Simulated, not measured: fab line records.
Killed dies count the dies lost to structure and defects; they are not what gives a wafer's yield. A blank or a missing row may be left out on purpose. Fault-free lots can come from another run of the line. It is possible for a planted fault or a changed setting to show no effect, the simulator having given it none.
Comparing a struck lot with a sound one | flow gf180mcu | 37 steps out of a route of 602
Sound: the wafers L867.2, L867.3, L867.5. Struck: wafer L876.6 (L876.1, L876.5, from the same lot, were not struck and are left out); the cause is given at the end.
For every step that has rows: the tool of each side, followed by ch and its chambers, followed by its first start. Under that, the readings that differ: sound wafers | struck wafers | difference of the means | sigmas: that difference in standard deviations of wafers without a fault.
alike: readings whose means differ by less than 2 such deviations, and words and numbers that are the same on both sides. not compared: withheld readings, readings that some wafer has no value for, bounds like >300 that may hide the same value, and numbers for which the record gives no deviation and whose values overlap.
Wherever a step has rows on one side only, a row that says differs or no value, or a row with sigmas, the two part there. Numbers that don't overlap but have no deviation are shown without sigmas and don't part them. A reading that every wafer of one side lacks parts them only if that side has two wafers or more.

first, 2 steps without rows for these wafers: GF_M4_PEB_12 (peb time 90 s); GF_M4_DEVELOP_13 (develop time 60 s).
GF_M4_CD_MEAS_14: target cd 280 nm.
  sound: cdSem-02 at day 24 18:38; struck: cdSem-02 at day 27 17:51
  alike: cdNm
GF_M4_OVL_MEAS_15:
  sound: overlay-01 at day 24 18:44; struck: overlay-02 at day 27 17:58
  alike: M4_OVL
then, 5 steps without rows for these wafers: GF_M4_METAL_ETCH_16 (etches the open film in Cl2/BCl3, stops on SiO2, target depth 627.5 nm, time 104.6 s); GF_M4_STRIP_17 (strips in O2/N2); GF_M4_STRIP_18 (strips in post etch residue remover, time 1200 s); GF_M4_CLEAN_19 (cleans in DIW); GF_V4_CVD_00 (deposits SiO2, target thk 600 nm, time 100 s).
GF_V4_THK_MEAS_01:
  sound: filmMetro-01 at day 24 19:29; struck: filmMetro-04 at day 27 18:43
  alike: V4_CVD_00_THK
GF_V4_CVD_02: deposits SiO2 from TEOS, target thk 850 nm, time 94.851 s.
  sound on pecvd-03 ch 0,1,2, day 24 19:32; struck on pecvd-03 ch 0, day 27 18:47
  alike: heaterPowerW, rfFwdPowerW
GF_V4_THK_MEAS_03:
  sound: filmMetro-02 at day 24 19:37; struck: filmMetro-01 at day 27 18:51
  alike: V4_CVD_02_THK
GF_V4_CMP_04: polishes SiO2.
  sound on cmp-02 ch 1,3, day 24 19:43; struck on cmp-02 ch 3, day 27 19:37
reading                            | sound             | struck | difference | sigmas
retainingRingPressureFrac          | 0.998 1.013 1.008 | 0.992  | -0.014     | -3
timeToEndpointS (s)                | 84 79 89          | 100    | +16        | +2
model.SiO2_of_V4_CVD_02.thkNm (nm) | 633.7 632.4 633.9 | 706.7  | +73.4      | 
  alike: edgeZonePressureFrac, motorCurrentA
GF_V4_BOW_MEAS_05:
  sound: filmMetro-04 at day 24 19:59; struck: filmMetro-04 at day 27 19:46
  alike: V4_BOW
then, 8 steps without rows for these wafers: GF_V4_DEHYDRATE_06 (time 60 s); GF_V4_HMDS_07 (prime time 60 s); GF_V4_COAT_08; GF_V4_COAT_09 (resist thk 1000 nm); GF_V4_SOFTBAKE_10 (time 60 s); GF_V4_EXPOSE_11 (exposes mask Via4, target cd 260 nm); GF_V4_PEB_12 (peb time 90 s); GF_V4_DEVELOP_13 (develop time 60 s).
GF_V4_CD_MEAS_14: target cd 260 nm.
  sound: cdSem-01 at day 25 17:31; struck: cdSem-02 at day 28 16:31
  alike: cdNm
GF_V4_OVL_MEAS_15:
  sound: overlay-01 at day 25 17:38; struck: overlay-01 at day 28 16:38
  alike: V4_OVL
GF_V4_ETCH_16: etches BARC in N2/H2.
  sound on rieDiel-04 ch 1,3, day 25 17:40; struck on rieDiel-03 ch 1, day 28 16:40
  alike: drypumpMotorCurrentA, n2FlowSccm, oesProductAu, rfFwdPowerW, throttleValvePct
GF_V4_ETCH_17: etches SiO2 in C4F8/O2/Ar, stops on TiN, target depth 630 nm.
  sound on rieDiel-04 ch 1,3; struck on rieDiel-03 ch 1
reading                      | sound             | struck | difference | sigmas
oesProductAu (a.u.)          | 0.854 0.860 0.857 | 0.897  | +0.040     | +9
model.etch.depthNm (nm)      | 633.7 632.4 633.9 | 706.7  | +73.4      | 
model.V4.featureDepthNm (nm) | 633.7 632.4 633.9 | 706.7  | +73.4      | 
  alike: rfFwdPowerW
GF_V4_STRIP_18: strips in O2/N2.
  sound on plasmaAsher-01 ch 0,1, day 25 17:47; struck on plasmaAsher-04 ch 1, day 28 16:48
  alike: drypumpMotorCurrentA, heaterPowerW, n2FlowSccm, oesProductAu
  not compared: rfHoursCounterH
then, 2 steps without rows for these wafers: GF_V4_STRIP_19 (strips in post etch residue remover, time 1200 s); GF_V4_CLEAN_20 (cleans in DIW).
GF_V4_SPUTTER_21: material Ti, target thk 15 nm, time 80.02 s.
  sound: pvdSputter-04 at day 25 18:19; struck: pvdSputter-04 at day 28 17:20
  alike: throttleValvePct
then, 1 step without rows for these wafers: GF_V4_SPUTTER_22 (material TiN, target thk 10 nm, time 40 s).
GF_V4_CVD_23: deposits W, target thk 350 nm, time 104.9 s.
  sound on cvdW-01 ch 0,1, day 25 18:25; struck on cvdW-02 ch 1, day 28 17:26
  alike: heaterPowerW
GF_V4_RS_MEAS_24: the measuring method here is four-point-probe.
  sound: filmMetro-01 at day 25 18:33; struck: filmMetro-04 at day 28 17:33
reading          | sound             | struck | difference | sigmas
V4_W_RS (ohm/sq) | 0.329 0.330 0.328 | 0.320  | -0.009     | -3
GF_V4_THK_MEAS_25: measures by xrf.
  sound: filmMetro-01 at day 25 18:40; struck: filmMetro-04 at day 28 17:40
  alike: V4_W_THK
GF_V4_CMP_26: polishes, stops on SiO2, t overpolish 15 s, target thk 0 nm.
  sound on cmp-02 ch 0,1,2, day 25 18:49; struck on cmp-01 ch 0, day 28 17:53
reading                            | sound             | struck | difference | sigmas
model.SiO2_of_V4_CVD_02.thkNm (nm) | 629.9 628.6 630.1 | 702.9  | +73.4      | 
  alike: edgeZonePressureFrac, motorCurrentA, retainingRingPressureFrac
then, 2 steps without rows for these wafers: GF_MIM_SPUTTER_00 (material Ti, target thk 37.5 nm, time 150 s); GF_PASSIVATION_PROBE_99.

== WHERE THEY PART ==
At GF_V4_CMP_04 first; at GF_V4_RS_MEAS_24 last (within this record only). Later steps at which nothing parts them and some readings are alike: GF_V4_THK_MEAS_25, GF_V4_CMP_26.

WHY: what had been put in by the simulator
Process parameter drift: cmp-02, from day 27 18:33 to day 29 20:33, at GF_V4_CMP_04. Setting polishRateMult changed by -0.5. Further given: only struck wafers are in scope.
